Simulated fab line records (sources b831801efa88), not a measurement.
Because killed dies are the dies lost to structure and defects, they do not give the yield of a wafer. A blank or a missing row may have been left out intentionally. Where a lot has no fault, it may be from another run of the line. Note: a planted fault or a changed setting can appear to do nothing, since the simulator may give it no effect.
The tool behind it: which one? / flow gf180mcu / 39 wafers from 13 lots sampled at 4 of the route's 602 steps

## WHAT EACH GAUGE READ, for each wafer
GF_M4_THK_MEAS_06: measures by xrf.
lot=L861; measured=day 22 05:13; on=film_metro-02; M4_ALCU_THK (nm)=440 440 438
lot=L862; measured=day 22 21:10; on=film_metro-01; M4_ALCU_THK (nm)=445 440 441
lot=L863; measured=day 23 03:40; on=film_metro-03; M4_ALCU_THK (nm)=442 445 446
lot=L865; measured=day 23 19:53; on=film_metro-03; M4_ALCU_THK (nm)=453 452 450
lot=L866; measured=day 24 07:20; on=film_metro-02; M4_ALCU_THK (nm)=451 444 451
lot=L867; measured=day 24 17:06; on=film_metro-03; M4_ALCU_THK (nm)=447 439 446
lot=L869; measured=day 25 07:11; on=film_metro-03; M4_ALCU_THK (nm)=440 446 444
lot=L870; measured=day 25 15:38; on=film_metro-01; M4_ALCU_THK (nm)=444 442 445
lot=L875; measured=day 27 04:14; on=film_metro-01; M4_ALCU_THK (nm)=444 443 446
lot=L881; measured=day 29 01:47; on=film_metro-02; M4_ALCU_THK (nm)=444 448 447
lot=L882; measured=day 29 06:23; on=film_metro-02; M4_ALCU_THK (nm)=445 442 444
lot=L883; measured=day 29 11:23; on=film_metro-02; M4_ALCU_THK (nm)=446 447 446
lot=L884; measured=day 29 20:34; on=film_metro-03; M4_ALCU_THK (nm)=443 446 452

GF_M4_OVL_MEAS_15.
lot=L861; measured=day 23 04:20; on=overlay-02; M4_OVL (nm)=0 -4 -6
lot=L862; measured=day 23 20:11; on=overlay-02; M4_OVL (nm)=11 10 10
lot=L863; measured=day 24 02:19; on=overlay-02; M4_OVL (nm)=9 2 1
lot=L865; measured=day 24 18:01; on=overlay-01; M4_OVL (nm)=-7 -5 -4
lot=L866; measured=day 25 05:19; on=overlay-01; M4_OVL (nm)=-1 -2 -1
lot=L867; measured=day 25 14:41; on=overlay-01; M4_OVL (nm)=-7 -9 -6
lot=L869; measured=day 26 04:53; on=overlay-02; M4_OVL (nm)=-4 8 4
lot=L870; measured=day 26 11:49; on=overlay-01; M4_OVL (nm)=11 5 -1
lot=L875; measured=day 28 00:35; on=overlay-01; M4_OVL (nm)=0 5 5
lot=L881; measured=day 29 21:29; on=overlay-01; M4_OVL (nm)=5 6 3
lot=L882; measured=day 30 00:53; on=overlay-01; M4_OVL (nm)=5 12 1
lot=L883; measured=day 30 06:26; on=overlay-01; M4_OVL (nm)=-11 -11 -14
lot=L884; measured=day 30 15:14; on=overlay-01; M4_OVL (nm)=-7 -7 0

GF_M5_CD_MEAS_07: the cd target is 280 nm.
lot=L861; measured=day 26 00:53; on=cd_sem-01; cd_nm (nm)=279.1 278.5 277.8
lot=L862; measured=day 26 17:04; on=cd_sem-01; cd_nm (nm)=277.5 276.4 277.3
lot=L863; measured=day 26 21:11; on=cd_sem-01; cd_nm (nm)=280.7 280.2 280.4
lot=L865; measured=day 27 12:21; on=cd_sem-01; cd_nm (nm)=279.9 278.8 280.1
lot=L866; measured=day 27 21:55; on=cd_sem-01; cd_nm (nm)=278.3 280.1 279.8
lot=L867; measured=day 28 07:11; on=cd_sem-01; cd_nm (nm)=279.1 279.7 279.6
lot=L869; measured=day 28 20:42; on=cd_sem-01; cd_nm (nm)=280.2 278.9 280.5
lot=L870; measured=day 29 03:17; on=cd_sem-01; cd_nm (nm)=280.0 279.9 280.3
lot=L875; measured=day 30 12:25; on=cd_sem-02; cd_nm (nm)=278.8 279.4 279.0
lot=L881; measured=day 32 05:02; on=cd_sem-02; cd_nm (nm)=278.3 278.2 278.2
lot=L882; measured=day 32 09:14; on=cd_sem-02; cd_nm (nm)=278.6 279.6 279.0
lot=L883; measured=day 32 13:28; on=cd_sem-01; cd_nm (nm)=281.0 281.6 280.6
lot=L884; measured=day 32 22:00; on=cd_sem-01; cd_nm (nm)=280.4 279.6 279.8

## WHICH TOOL RAN EACH LOT (tool, then ch and the chambers of the sampled wafers, then the start)
lot=L861; GF_CONTACT_CMP_27=cmp-01 ch 0,2,3, day 15 22:29
lot=L862; GF_CONTACT_CMP_27=cmp-02 ch 0,1,2, day 16 13:28
lot=L863; GF_CONTACT_CMP_27=cmp-01 ch 1,3, day 16 20:56
lot=L865; GF_CONTACT_CMP_27=cmp-01 ch 1,2,3, day 17 12:28
lot=L866; GF_CONTACT_CMP_27=cmp-02 ch 0,1, day 18 02:48
lot=L867; GF_CONTACT_CMP_27=cmp-02 ch 0,1,3, day 18 10:57
lot=L869; GF_CONTACT_CMP_27=cmp-01 ch 0,2, day 19 03:03
lot=L870; GF_CONTACT_CMP_27=cmp-01 ch 0,2,3, day 19 10:58
lot=L875; GF_CONTACT_CMP_27=cmp-01 ch 1,2,3, day 21 06:47
lot=L881; GF_CONTACT_CMP_27=cmp-02 ch 1,2,3, day 23 10:39
lot=L882; GF_CONTACT_CMP_27=cmp-02 ch 0,2, day 23 16:40
lot=L883; GF_CONTACT_CMP_27=cmp-02 ch 2,3, day 23 20:46
lot=L884; GF_CONTACT_CMP_27=cmp-02 ch 2,3, day 24 10:01
- GF_CONTACT_CMP_27: polishes, stops on SiO2, t overpolish 15 s, target thk 0 nm.

## WHAT THE TOOLS THEMSELVES READ (means of the sampled wafers that have a number; where no wafer has one, the mark that the record gives instead)
GF_CONTACT_CMP_27.
lot=L861; tool=cmp-01; motor_current_A (A)=10.5; overpolish_run_s (s)=15.010; time_to_endpoint_s (s)=73
lot=L862; tool=cmp-02; motor_current_A (A)=10.7; overpolish_run_s (s)=14.993; time_to_endpoint_s (s)=67
lot=L863; tool=cmp-01; motor_current_A (A)=11.8; overpolish_run_s (s)=14.994; time_to_endpoint_s (s)=70
lot=L865; tool=cmp-01; motor_current_A (A)=11.5; overpolish_run_s (s)=14.999; time_to_endpoint_s (s)=72
lot=L866; tool=cmp-02; motor_current_A (A)=12.0; overpolish_run_s (s)=15.000; time_to_endpoint_s (s)=77
lot=L867; tool=cmp-02; motor_current_A (A)=11.3; overpolish_run_s (s)=15.006; time_to_endpoint_s (s)=74
lot=L869; tool=cmp-01; motor_current_A (A)=9.9; overpolish_run_s (s)=15.006; time_to_endpoint_s (s)=76
lot=L870; tool=cmp-01; motor_current_A (A)=10.7; overpolish_run_s (s)=14.993; time_to_endpoint_s (s)=73
lot=L875; tool=cmp-01; motor_current_A (A)=11.7; overpolish_run_s (s)=14.999; time_to_endpoint_s (s)=74
lot=L881; tool=cmp-02; motor_current_A (A)=12.1; overpolish_run_s (s)=15.010; time_to_endpoint_s (s)=76
lot=L882; tool=cmp-02; motor_current_A (A)=9.2; overpolish_run_s (s)=15.000; time_to_endpoint_s (s)=75
lot=L883; tool=cmp-02; motor_current_A (A)=10.3; overpolish_run_s (s)=15.003; time_to_endpoint_s (s)=77
lot=L884; tool=cmp-02; motor_current_A (A)=11.3; overpolish_run_s (s)=14.996; time_to_endpoint_s (s)=76

## THE ANSWER, worked out from the rows above alone
Rule: what is usual is taken from the lots themselves. The widest of any qualifying gaps counts: lots, ordered by their means at a reading, are off when they make up no more than a third of the lots, leave a main group of 4 or more, and stand apart from it by 3 or more times the standard deviation of that group's means. A main group is skipped when, at the precision printed for the reading in the tables above, its means are all equal. A lot without any number at a reading at which 4 lots or more have one is off too. The other lots that the step has rows for count as sound. The gauges are gone through in route order, then the tools' own readings, and for those a lot's mean is taken as printed above. The first step at which some lot is off is used, and at that step the reading that is off furthest; a lot without a number counts as furthest.
No lot is off on any of the readings shown, so nothing can be concluded from this.

## WHAT THE SIMULATOR PUT IN
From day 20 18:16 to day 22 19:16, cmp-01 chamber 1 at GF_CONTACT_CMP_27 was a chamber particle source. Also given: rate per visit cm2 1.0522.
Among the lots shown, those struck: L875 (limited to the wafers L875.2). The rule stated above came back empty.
